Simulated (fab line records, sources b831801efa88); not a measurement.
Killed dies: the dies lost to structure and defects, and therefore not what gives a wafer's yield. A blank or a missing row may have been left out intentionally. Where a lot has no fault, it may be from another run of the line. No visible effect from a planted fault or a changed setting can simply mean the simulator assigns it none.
Split-lot study    flow sky130    on a route of 708 steps: 5 lots, 23 wafers read

== ABOUT THE SPLIT ==
At SKY_LOCAL_INTERCONNECT_SPUTTER_00 (material TiN, target thk 100 nm, time 83.3 s), the setting power w was moved away from the recipe's 6500 W on 11 of the 23 wafers read, by -6.5% to +11.3%. For the rest of the wafers, this setting stayed at what the recipe calls for.

== FROM THE SPLIT TO THE READING: what the file shows between them, 6 steps ==
- SKY_LOCAL_INTERCONNECT_RS_MEAS_01: measures by four-point-probe
- SKY_LOCAL_INTERCONNECT_THK_MEAS_02: measures by xrf
- SKY_LOCAL_INTERCONNECT_COAT_06: resist thk 450 nm (also split here: resist thk nm)
- SKY_LOCAL_INTERCONNECT_SOFTBAKE_07: time 90 s
- SKY_LOCAL_INTERCONNECT_EXPOSE_08: exposes mask LI1M, target cd 170 nm
- SKY_LOCAL_INTERCONNECT_ETCH_13: etches BARC in N2/H2, stops on SiO2, time 45.9 s, target depth 60 nm

== THE READING ==
oes product au, in a.u., at SKY_LOCAL_INTERCONNECT_METAL_ETCH_14 (etches TiN in Cl2/BCl3, stops on PSG, target depth 110 nm, time 31.4 s). Typical for fault-free wafers on this fab line: 0.950 a.u., with standard deviation 0.0089 a.u.

wafer   tool, chamber at the split  power w as run, W  against the recipe  oes product au, a.u.  against lot-mates on the recipe
L075.1  pvd sputter-02, -           7237               +11.3%              0.992                 +0.044
L075.2  pvd sputter-02, -           7237               +11.3%              0.999                 +0.051
L075.3  pvd sputter-02, -           6500               recipe              0.945                 -
L075.4  pvd sputter-02, -           6500               recipe              0.950                 -
L075.6  pvd sputter-02, -           7237               +11.3%              0.995                 +0.047
L078.1  pvd sputter-02, -           6075               -6.5%               0.906                 -0.049
L078.3  pvd sputter-02, -           6075               -6.5%               0.924                 -0.031
L078.4  pvd sputter-02, -           6500               recipe              0.961                 -
L078.5  pvd sputter-02, -           6500               recipe              0.950                 -
L078.6  pvd sputter-02, -           6075               -6.5%               0.910                 -0.045
L079.1  pvd sputter-03, -           6500               recipe              0.943                 -
L079.2  pvd sputter-03, -           6905               +6.2%               0.972                 +0.028
L079.3  pvd sputter-03, -           6500               recipe              0.949                 -
L079.4  pvd sputter-03, -           6905               +6.2%               0.970                 +0.026
L079.5  pvd sputter-03, -           6500               recipe              0.940                 -
L080.1  pvd sputter-02, -           6500               recipe              0.970                 -
L080.4  pvd sputter-02, -           6500               recipe              0.955                 -
L080.5  pvd sputter-02, -           6500               recipe              0.941                 -
L081.1  pvd sputter-02, -           7158               +10.1%              1.001                 +0.041
L081.2  pvd sputter-02, -           7158               +10.1%              1.001                 +0.041
L081.4  pvd sputter-02, -           6500               recipe              0.962                 -
L081.5  pvd sputter-02, -           7158               +10.1%              0.994                 +0.034
L081.6  pvd sputter-02, -           6500               recipe              0.958                 -

THE FIT
A straight line over all 23 wafers: oes product au changes by +0.00451 a.u. for each +1% of power w; r = +0.95; the points scatter about the line by 0.0088 a.u.
The same after taking each lot's own level away (the mean of its wafers on the recipe; 23 wafers): +0.00463 a.u. for each +1%; r = +0.96; scatter 0.0076 a.u.
On that fit, the largest move of power w shifts the reading by 0.052 a.u.
The span of the lots' own levels, 0.9440 to 0.9600 a.u., comes to 1.8 times the standard deviation stated above.
Hence the lot-to-lot level has little effect on the slope; both slopes agree.
Check: +0.0499 a.u. against its lot-mates is what the line predicts for one of the wafers moved furthest among these (+11.3%) when that wafer is left out of the fit. Against them it came out at +0.0445 a.u.

== OTHER SPLITS ON THESE WAFERS ==
These wafers also went through other splits before the reading. Each is held against what the fit with the lots' levels taken away leaves over:
other split on the same wafers                wafers away from the commonest value  r with oes product au (lot level and that fit taken away)
SKY_SD_N_COAT_02 spin rpm                     2                                     -0.25
SKY_SD_N_STRIP_11 o2 flow sccm                10                                    +0.00
SKY_LI_CONTACT_HDPCVD_00 time s               6                                     -0.30
SKY_LI_CONTACT_EXPOSE_09 dose mj              9                                     -0.03
SKY_LI_CONTACT_ETCH_14 source w               9                                     -0.28
SKY_LOCAL_INTERCONNECT_COAT_06 resist thk nm  11                                    +0.08

== THE WHOLE CHAIN: every reading that the file lists as answering this split, in the file's order ==
step                                  what it does                                                            reading                                                                                       change (the file's fit)                    r (the file's)
SKY_LOCAL_INTERCONNECT_SPUTTER_00     material TiN, target thk 100 nm, time 83.3 s                            TiN_of_LOCAL_INTERCONNECT_SPUTTER_00.thk nm (the simulator's own value, which no gauge read)  +1.01 nm for each +1% of the setting       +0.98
SKY_LOCAL_INTERCONNECT_RS_MEAS_01     measures by four-point-probe                                            LOCAL_INTERCONNECT_TIN_RS                                                                     -0.132 for each +1% of the setting         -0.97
SKY_LOCAL_INTERCONNECT_THK_MEAS_02    measures by xrf                                                         LOCAL_INTERCONNECT_TIN_THK                                                                    +0.999 for each +1% of the setting         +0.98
SKY_LOCAL_INTERCONNECT_METAL_ETCH_14  etches TiN in Cl2/BCl3, stops on PSG, target depth 110 nm, time 31.4 s  oes product au                                                                                +0.00439 a.u. for each +1% of the setting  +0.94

== THE FILE'S OWN FIT ==
oes product au changes by +0.00439 a.u. for each +1% of power w, r = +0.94.
